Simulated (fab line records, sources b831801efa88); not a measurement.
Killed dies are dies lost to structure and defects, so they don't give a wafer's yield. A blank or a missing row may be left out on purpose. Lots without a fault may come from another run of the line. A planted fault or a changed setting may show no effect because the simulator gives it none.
fab line records | flow sky130
record lots=12 wafers=36 last_day=50
route steps=708 shown LDD_P@263 LDD_HVP@287 LDD_LDN@293 PAD_OPEN@708
lots that met no fault: from a run of the same line without faults
start_h: hours from the record's first day to the start of the lot's first wafer shown | wait_h: hours since the lot's step before | " the same as in the row above | L1.1+2: a row that stands for several wafers | - no value, or no start given | * or withheld: withheld | < > ~ a bound
route shown NAME@n: a module of which the file shows steps, and the number in the route of the first | usual: mean/standard deviation of fault-free wafers | same: alike in all rows | chamber/n: place in a boat | sites: the reading at each site | _std_site: their standard deviation | _edge_site: outer sites' mean less inner sites' | radius_mm: how far each site lies from the wafer's centre | mask NAME#n: copy n | behind: the tool/chamber that last shaped the wafer | hold: why the lot was held/for how many hours/how that ended | device: the transistor (n, p or np) that didn't switch | end of line: the same wafers' tests at the end of the route | a step without rows: its recipe alone | killed: dies lost to structure and defects at the first sort, not the wafer's yield | map: a wafer's dies, x killed, . not, _ none there
set.NAME: the setting as run; set.NAME@STEP: as run at that earlier step | model.NAME: the simulator's own value behind a step, which no gauge read
steps of the route over a sample of lots; a table a step, a row a wafer
services: from which hour (start_h, from the record's first day; less than 0 if before it) a tool's chamber was out of use, for how many hours, and why
## steps
# step SKY_LDD_P_OVL_MEAS_08
# usual LDD_P_OVL=1.2/1.3
# columns lot.wafer tool chamber start_h wait_h LDD_P_OVL[nm]
L588.2 overlay-02 - 437.50 0.1 1.7
L588.3 " - " " 1.9
L588.6 " - " " -0.2
L589.1 overlay-02 - 450.02 0.1 -1.4
L589.3 " - " " 2.0
L589.6 " - " " 1.0
L590.1 overlay-01 - 457.41 0.1 1.8
L590.2 " - " " 0.8
L590.4 " - " " -0.7
L592.2 overlay-02 - 477.62 0.1 0.7
L592.3 " - " " 1.3
L592.6 " - " " 1.7
L594.1 overlay-02 - 504.64 0.1 0.2
L594.4 " - " " 0.2
L594.5 " - " " -0.3
L598.2 overlay-02 - 547.72 0.1 -1.4
L598.4 " - " " 0.9
L598.6 " - " " 0.7
L600.1 overlay-02 - 550.19 0.1 0.9
L600.3 " - " " 2.8
L600.6 " - " " -0.5
L603.1 overlay-01 - 578.82 0.1 -0.2
L603.2 " - " " 3.1
L603.3 " - " " 0.3
L604.2 overlay-01 - 581.30 0.1 2.1
L604.4 " - " " 0.6
L604.6 " - " " -0.5
L609.1 overlay-01 - 630.01 0.1 1.5
L609.3 " - " " 1.0
L609.6 " - " " 0.6
L608.3 overlay-02 - 631.42 0.1 0.6
L608.4 " - " " 0.4
L608.5 " - " " 2.5
L610.4 overlay-01 - 632.04 0.1 -0.2
L610.5 " - " " 0.1
L610.6 " - " " 1.4
# step SKY_LDD_HVP_STRIP_09
# recipe chemistry=O2/N2 power_w=1400 pressure_mtorr=1500 platen_temp_c=withheld o2_flow_sccm=3000 n2_flow_sccm=300 overash_fraction=0.5
# usual chamber_pressure_mTorr=1500.0/1.4 drypump_motor_current_A=5.6/0.53 oes_product_au=0.408/0.0046 strip_time_to_endpoint_s=4.131/0.015
# columns lot.wafer tool chamber start_h wait_h chamber_pressure_mTorr drypump_motor_current_A oes_product_au rf_hours_counter_h strip_time_to_endpoint_s
L588.2 plasma_asher-04 0 500.00 0.1 1497.8 6.1 0.412 69 4.155
L588.3 " 1 " " 1499.4 4.9 0.409 - 4.160
L588.6 " 1 " " 1499.2 5.0 0.408 - 4.138
L589.1 plasma_asher-04 1 512.73 0.1 1499.4 4.9 0.405 70 4.138
L589.3 " 0 " " 1500.8 6.1 0.415 - 4.129
L589.6 " 0 " " 1500.5 6.1 0.409 - 4.127
L590.1 plasma_asher-04 1 520.33 0.1 1503.2 4.9 0.408 71 4.126
L590.2 " 0 " " 1499.6 6.1 0.406 71 4.143
L590.4 " 0 " " 1499.8 6.1 0.405 - 4.125
L592.2 plasma_asher-04 1 540.03 0.1 1500.1 4.9 0.406 73 4.125
L592.3 " 1 " " 1501.5 4.9 0.407 - 4.134
L592.6 " 1 " " 1503.0 4.9 0.404 - 4.157
L594.1 plasma_asher-04 1 566.83 0.1 1502.5 4.9 0.411 76 4.134
L594.4 " 1 " " 1499.1 4.9 0.408 - 4.133
L594.5 " 1 " " 1498.9 5.0 0.413 - 4.132
L598.2 plasma_asher-04 1 609.90 0.1 1501.5 4.9 0.392 80 4.117
L598.4 " 1 " " 1500.3 4.9 0.412 - 4.151
L598.6 " 0 " " 1499.9 6.1 0.405 - 4.123
L600.1 plasma_asher-04 0 612.08 0.1 1499.5 6.1 0.414 80 4.122
L600.3 " 1 " " 1498.3 4.9 0.405 - 4.123
L600.6 " 0 " " 1500.5 6.1 0.409 - 4.145
L603.1 plasma_asher-02 1 640.43 0.1 1498.2 6.1 0.419 95 4.152
L603.2 " 0 " " 1498.2 5.1 0.415 95 4.152
L603.3 " 0 " " 1496.8 5.1 0.409 - 4.164
L604.2 plasma_asher-01 1 641.14 0.1 1500.7 5.4 0.404 50 4.116
L604.4 " 1 " " 1501.0 5.4 0.405 - 4.125
L604.6 " 0 " " 1499.4 6.0 0.411 - 4.114
L609.1 plasma_asher-01 0 687.40 0.1 1502.0 6.0 0.413 54 4.120
L609.3 " 1 " " 1501.3 5.5 0.418 - 4.114
L609.6 " 0 " " 1500.9 5.9 0.411 - 4.112
L608.3 plasma_asher-02 0 688.81 0.1 1496.4 5.1 0.406 - 4.115
L608.4 " 1 " " 1499.4 6.1 0.404 - 4.116
L608.5 " 1 " " 1500.4 6.2 0.401 - 4.119
L610.4 plasma_asher-01 0 688.94 0.1 1502.0 6.0 0.407 - 4.134
L610.5 " 1 " " 1502.4 5.5 0.411 - 4.108
L610.6 " 0 " " 1499.2 6.0 0.403 - 4.132
# step SKY_LDD_HVP_TW_MEAS_10
# usual LDD_HVP_TW=456/4.1
# columns lot.wafer tool chamber start_h wait_h LDD_HVP_TW
L588.2 film_metro-04 - 500.11 0.1 450
L588.3 " - " " 449
L588.6 " - " " 449
L589.1 film_metro-01 - 512.83 0.1 460
L589.3 " - " " 455
L589.6 " - " " 457
L590.1 film_metro-01 - 520.43 0.1 460
L590.2 " - " " 459
L590.4 " - " " 458
L592.2 film_metro-01 - 540.14 0.1 457
L592.3 " - " " 458
L592.6 " - " " 457
L594.1 film_metro-01 - 566.93 0.1 457
L594.4 " - " " 458
L594.5 " - " " 458
L598.2 film_metro-01 - 610.01 0.1 457
L598.4 " - " " 458
L598.6 " - " " 459
L600.1 film_metro-01 - 612.18 0.1 457
L600.3 " - " " 460
L600.6 " - " " 458
L603.1 film_metro-04 - 640.53 0.1 452
L603.2 " - " " 451
L603.3 " - " " 450
L604.2 film_metro-04 - 641.25 0.1 451
L604.4 " - " " 452
L604.6 " - " " 451
L609.1 film_metro-01 - 687.50 0.1 460
L609.3 " - " " 462
L609.6 " - " " 457
L608.3 film_metro-01 - 688.90 0.1 462
L608.4 " - " " 462
L608.5 " - " " 459
L610.4 film_metro-04 - 689.03 0.1 451
L610.5 " - " " 451
L610.6 " - " " 451
# step SKY_LDD_LDN_EXPOSE_04
# recipe mask_id=LDNTM na=0.6 source_shape=conventional sigma_outer=0.6 polarization=unpolarized target_cd_nm=700 dose_mj=140
# usual reticle_temp_C=23.01/0.1
# columns lot.wafer tool chamber start_h wait_h mask reticle_temp_C
L588.2 iline_stepper-01 0 515.51 - LDNTM#0 22.94
L588.3 " 0 " " LDNTM#0 22.82
L588.6 " 0 " " LDNTM#0 22.97
L589.1 iline_stepper-01 0 528.32 - LDNTM#0 23.11
L589.3 " 0 " " LDNTM#0 23.13
L589.6 " 0 " " LDNTM#0 22.88
L590.1 iline_stepper-02 0 536.22 - LDNTM#0 22.95
L590.2 " 0 " " LDNTM#0 22.82
L590.4 " 0 " " LDNTM#0 22.85
L592.2 iline_stepper-02 0 555.24 - LDNTM#0 23.05
L592.3 " 0 " " LDNTM#0 22.84
L592.6 " 0 " " LDNTM#0 23.01
L594.1 iline_stepper-01 0 582.09 - LDNTM#0 23.04
L594.4 " 0 " " LDNTM#0 22.88
L594.5 " 0 " " LDNTM#0 23.09
L598.2 iline_stepper-01 0 624.86 - LDNTM#0 22.90
L598.4 " 0 " " LDNTM#0 22.86
L598.6 " 0 " " LDNTM#0 22.91
L600.1 iline_stepper-02 0 627.56 - LDNTM#0 23.12
L600.3 " 0 " " LDNTM#0 23.04
L600.6 " 0 " " LDNTM#0 23.05
L603.1 iline_stepper-02 0 654.74 - LDNTM#0 22.98
L603.2 " 0 " " LDNTM#0 22.85
L603.3 " 0 " " LDNTM#0 22.84
L604.2 iline_stepper-02 0 655.79 - LDNTM#0 23.07
L604.4 " 0 " " LDNTM#0 23.10
L604.6 " 0 " " LDNTM#0 22.97
L609.1 iline_stepper-02 0 701.74 - LDNTM#0 23.18
L609.3 " 0 " " LDNTM#0 23.17
L609.6 " 0 " " LDNTM#0 23.15
L608.3 iline_stepper-02 0 702.96 - LDNTM#0 22.91
L608.4 " 0 " " LDNTM#0 23.14
L608.5 " 0 " " LDNTM#0 23.09
L610.4 iline_stepper-02 0 703.09 - LDNTM#0 22.97
L610.5 " 0 " " LDNTM#0 22.92
L610.6 " 0 " " LDNTM#0 23.01
# step SKY_LDD_LDN_OVL_MEAS_07
# usual LDD_LDN_OVL=-0.4/1.2
# columns lot.wafer tool chamber start_h wait_h hold LDD_LDN_OVL[nm]
L588.2 overlay-01 - 530.65 0.1 - 0.1
L588.3 " - " " - -0.8
L588.6 " - " " - -0.2
L589.1 overlay-02 - 543.17 0.1 - -1.7
L589.3 " - " " - 0.7
L589.6 " - " " - 0.0
L590.1 overlay-01 - 551.04 0.1 - 0.0
L590.2 " - " " - 0.1
L590.4 " - " " - 2.5
L592.2 overlay-01 - 570.97 0.1 - 0.6
L592.3 " - " " - -0.4
L592.6 " - " " - 1.6
L594.1 overlay-01 - 597.27 0.1 await_dispo/0.2h/release -105.2
L594.4 " - " " await_dispo/0.2h/release -101.9
L594.5 " - " " await_dispo/0.2h/release -102.8
L594.1 overlay-01 - 597.47 0.2 - -104.8
L594.4 " - " " - -101.8
L594.5 " - " " - -103.0
L598.2 overlay-02 - 639.03 0.1 await_dispo/0.2h/release -104.3
L598.4 " - " " await_dispo/0.2h/release -104.8
L598.6 " - " " await_dispo/0.2h/release -105.9
L598.2 overlay-02 - 639.23 0.2 - -105.0
L598.4 " - " " - -104.8
L598.6 " - " " - -106.0
L600.1 overlay-02 - 641.38 0.1 - -1.9
L600.3 " - " " - 0.3
L600.6 " - " " - 0.0
L603.1 overlay-01 - 668.84 0.1 - -2.7
L603.2 " - " " - -3.1
L603.3 " - " " - -1.6
L604.2 overlay-02 - 670.38 0.1 - -1.2
L604.4 " - " " - -1.3
L604.6 " - " " - -1.4
L609.1 overlay-01 - 715.59 0.1 - 0.1
L609.3 " - " " - 0.3
L609.6 " - " " - 1.3
L608.3 overlay-02 - 717.05 0.1 - -0.6
L608.4 " - " " - -0.2
L608.5 " - " " - 0.4
L610.4 overlay-01 - 717.09 0.1 - -2.6
L610.5 " - " " - -1.3
L610.6 " - " " - -2.2
# step SKY_PAD_OPEN_PROBE_99
# usual defect_limited_yield=82.0/1.9 killed_at_M0_to_M3=46/6.7 killed_at_M4_up=3.3/2 killed_at_contacts=24/5.4 killed_at_front_end=15/4.3 killed_at_other=0.4/0.64 killed_dies=89/9.1 killed_open=48/7.2 killed_short=40/6.3 sort_bin_3_pad_short=0.9/0.42 sort_bin_5_function=10.8/1.5 sort_bin_6_memory=6.4/1.1 sort_n_pass=403/9.1 sort_yield_pct=82.0/1.9
# same gross_dies=492 killed_at_back_side=0 sort_bin_4_leakage[%]=0 sort_bin_8_speed[%]=0
# columns lot.wafer tool chamber start_h wait_h defect_limited_yield[%] killed_at_M0_to_M3 killed_at_M4_up killed_at_contacts killed_at_front_end killed_at_other killed_dies killed_open killed_short sort_bin_3_pad_short[%] sort_bin_5_function[%] sort_bin_6_memory[%] sort_n_pass sort_yield_pct[%]
L592.2 prober-02 - 1113.14 0.1 82.3 44 2 27 13 1 87 42 44 1.2 10.0 6.5 405 82.3
L592.3 prober-02 - 1113.19 0.2 81.7 48 2 21 19 0 90 52 35 1.0 10.0 7.3 402 81.7
L592.6 prober-02 - 1113.34 0.2 80.1 50 1 30 17 0 98 54 44 1.2 12.6 6.1 394 80.1
L604.2 prober-01 - 1180.35 0.1 80.7 43 7 25 20 0 95 50 45 0.2 12.6 6.5 397 80.7
L604.4 prober-01 - 1180.45 0.2 82.9 41 2 24 17 0 84 51 33 0.4 10.8 5.9 408 82.9
L604.6 prober-01 - 1180.55 0.2 83.5 41 5 23 12 0 81 38 43 0.6 10.8 5.1 411 83.5
L609.1 prober-01 - 1203.70 0.1 83.9 39 4 21 15 0 79 42 37 0.2 10.6 5.3 413 83.9
L609.3 prober-01 - 1203.80 0.2 82.9 46 3 23 12 0 84 45 39 1.2 9.8 6.1 408 82.9
L609.6 prober-01 - 1203.95 0.2 80.5 49 3 27 14 3 96 65 31 0.8 11.4 7.3 396 80.5
L608.3 prober-02 - 1207.42 0.2 81.1 51 4 19 19 0 93 56 37 0.6 11.8 6.5 399 81.1
L608.4 prober-02 - 1207.47 0.2 81.9 53 11 13 12 0 89 47 42 1.0 10.6 6.5 403 81.9
L608.5 prober-02 - 1207.52 0.2 81.5 51 1 27 11 1 91 43 48 0.6 11.8 6.1 401 81.5
L610.4 prober-01 - 1209.46 0.2 82.7 51 0 20 14 0 85 49 36 0.8 10.4 6.1 407 82.7
L610.5 prober-01 - 1209.51 0.2 78.7 48 3 32 22 0 105 59 46 0.4 14.0 6.9 387 78.7
L610.6 prober-01 - 1209.56 0.2 83.5 39 2 26 13 1 81 36 45 1.2 9.8 5.5 411 83.5
# killed by level:class
L592.2 VIA1:geometric_particle:open=13 LI_CONTACT:geometric_particle:open=7 METAL2:geometric_particle:short=7 METAL1:geometric_particle:short=6 CONTACT:geometric_particle:short=6 CONTACT:geometric_particle:open=6 VIA3:geometric_particle:open=5 LI_CONTACT:geometric_particle:short=4
L592.3 VIA1:geometric_particle:open=14 CONTACT:geometric_particle:open=10 METAL2:geometric_particle:short=9 VIA3:geometric_particle:open=8 FIELD_ISO:geometric_particle:short=7 VIA2:geometric_particle:open=6 LI_CONTACT:geometric_particle:open=5 FIELD_ISO:geometric_particle:open=4
L592.6 LI_CONTACT:geometric_particle:open=10 VIA1:geometric_particle:open=9 CONTACT:geometric_particle:open=7 METAL2:geometric_particle:short=7 VIA3:geometric_particle:open=7 METAL1:geometric_particle:short=6 VIA1:geometric_particle:short=6 LOCAL_INTERCONNECT:geometric_particle:short=5
L604.2 VIA1:geometric_particle:open=9 VIA2:geometric_particle:open=7 LI_CONTACT:geometric_particle:open=7 FIELD_ISO:geometric_particle:open=6 LOCAL_INTERCONNECT:geometric_particle:short=6 VIA3:geometric_particle:open=6 CONTACT:geometric_particle:open=5 METAL1:geometric_particle:short=5
L604.4 VIA1:geometric_particle:open=8 VIA3:geometric_particle:open=7 FIELD_ISO:geometric_particle:open=6 LOCAL_INTERCONNECT:geometric_particle:open=6 VIA2:geometric_particle:open=6 LI_CONTACT:geometric_particle:open=5 LOCAL_INTERCONNECT:geometric_particle:short=5 METAL1:geometric_particle:short=5
L604.6 VIA1:geometric_particle:open=10 METAL2:geometric_particle:short=8 LI_CONTACT:geometric_particle:open=8 POLY_GATE:geometric_particle:short=7 CONTACT:geometric_particle:open=7 VIA1:geometric_particle:short=4 VIA3:geometric_particle:short=4 VIA3:geometric_particle:open=4
L609.1 VIA1:geometric_particle:open=11 CONTACT:geometric_particle:open=10 FIELD_ISO:geometric_particle:short=6 LI_CONTACT:geometric_particle:open=6 VIA2:geometric_particle:open=6 POLY_GATE:geometric_particle:short=5 METAL2:geometric_particle:short=5 METAL4:geometric_particle:short=4
L609.3 VIA1:geometric_particle:open=12 CONTACT:geometric_particle:open=9 METAL1:geometric_particle:short=8 METAL2:geometric_particle:short=7 LI_CONTACT:geometric_particle:open=6 VIA3:geometric_particle:open=6 VIA1:geometric_particle:short=5 VIA2:geometric_particle:open=5
L609.6 VIA1:geometric_particle:open=15 CONTACT:geometric_particle:open=13 VIA3:geometric_particle:open=7 LI_CONTACT:geometric_particle:open=6 VIA2:geometric_particle:open=6 CONTACT:geometric_particle:short=5 VIA1:geometric_particle:short=5 METAL1:geometric_particle:open=4
L608.3 VIA2:geometric_particle:open=11 CONTACT:geometric_particle:open=9 METAL1:geometric_particle:short=7 VIA1:geometric_particle:open=7 METAL2:geometric_particle:open=7 VIA3:geometric_particle:open=6 POLY_GATE:geometric_particle:short=5 POLY_GATE:geometric_particle:open=5
L608.4 VIA3:geometric_particle:open=13 VIA1:geometric_particle:open=10 METAL4:geometric_particle:short=8 LI_CONTACT:geometric_particle:open=6 METAL1:geometric_particle:short=5 VIA2:geometric_particle:short=5 METAL3:geometric_particle:short=5 FIELD_ISO:geometric_particle:open=4
L608.5 VIA2:geometric_particle:open=11 LI_CONTACT:geometric_particle:open=7 LOCAL_INTERCONNECT:geometric_particle:short=7 CONTACT:geometric_particle:open=7 VIA1:geometric_particle:open=7 VIA3:geometric_particle:short=7 METAL2:geometric_particle:short=6 VIA1:geometric_particle:short=5
L610.4 VIA1:geometric_particle:open=12 VIA3:geometric_particle:open=8 LI_CONTACT:geometric_particle:open=7 VIA2:geometric_particle:open=7 CONTACT:geometric_particle:short=6 CONTACT:geometric_particle:open=5 VIA1:geometric_particle:short=4 VIA2:geometric_particle:short=4
L610.5 VIA1:geometric_particle:open=17 CONTACT:geometric_particle:open=12 LI_CONTACT:geometric_particle:open=8 VIA3:geometric_particle:short=6 POLY_GATE:geometric_particle:open=6 POLY_GATE:geometric_particle:short=6 METAL1:geometric_particle:short=6 FIELD_ISO:geometric_particle:open=5
L610.6 CONTACT:geometric_particle:open=8 LI_CONTACT:geometric_particle:open=7 METAL1:geometric_particle:short=7 METAL2:geometric_particle:short=7 VIA1:geometric_particle:open=6 VIA3:geometric_particle:short=6 VIA2:geometric_particle:open=5 FIELD_ISO:geometric_particle:open=4
## services
# columns tool chamber start_h hours kind
iline_stepper-01 - 513.24 1.7 pm
iline_stepper-02 0 516.42 - calibration
iline_stepper-02 - 524.19 6.0 repair
plasma_asher-01 - 536.01 1.9 repair
iline_stepper-01 - 546.26 10.4 repair
iline_stepper-01 - 582.46 4.4 pm
iline_stepper-01 0 601.04 - calibration
iline_stepper-01 - 618.11 5.0 repair
plasma_asher-01 - 642.55 2.3 repair
plasma_asher-02 - 649.00 3.1 repair
iline_stepper-02 - 661.74 1.7 pm
plasma_asher-01 - 692.92 4.6 repair
## key
first_sign step=SKY_LDD_LDN_OVL_MEAS_07 reading=visit direction=added
effect step=SKY_LDD_LDN_OVL_MEAS_07 reading=LDD_LDN_OVL direction=down sigmas=83 usual=-0.4 struck=-104.2
met_at SKY_LDD_LDN_EXPOSE_04
struck_lots L594,L598
scrapped_behind SKY_LDD_LDN_OVL_MEAS_07 L594.1,L594.4,L594.5,L598.2,L598.4,L598.6
not_acting_at SKY_LDD_P_OVL_MEAS_08,SKY_LDD_HVP_STRIP_09,SKY_LDD_HVP_TW_MEAS_10
onset_between 528.32 582.09
fault kind=scanner_matching_overlay tool=iline_stepper-01 chamber=- onset_h=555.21 steps=SKY_LDD_LDN_EXPOSE_04 offset=-103.74
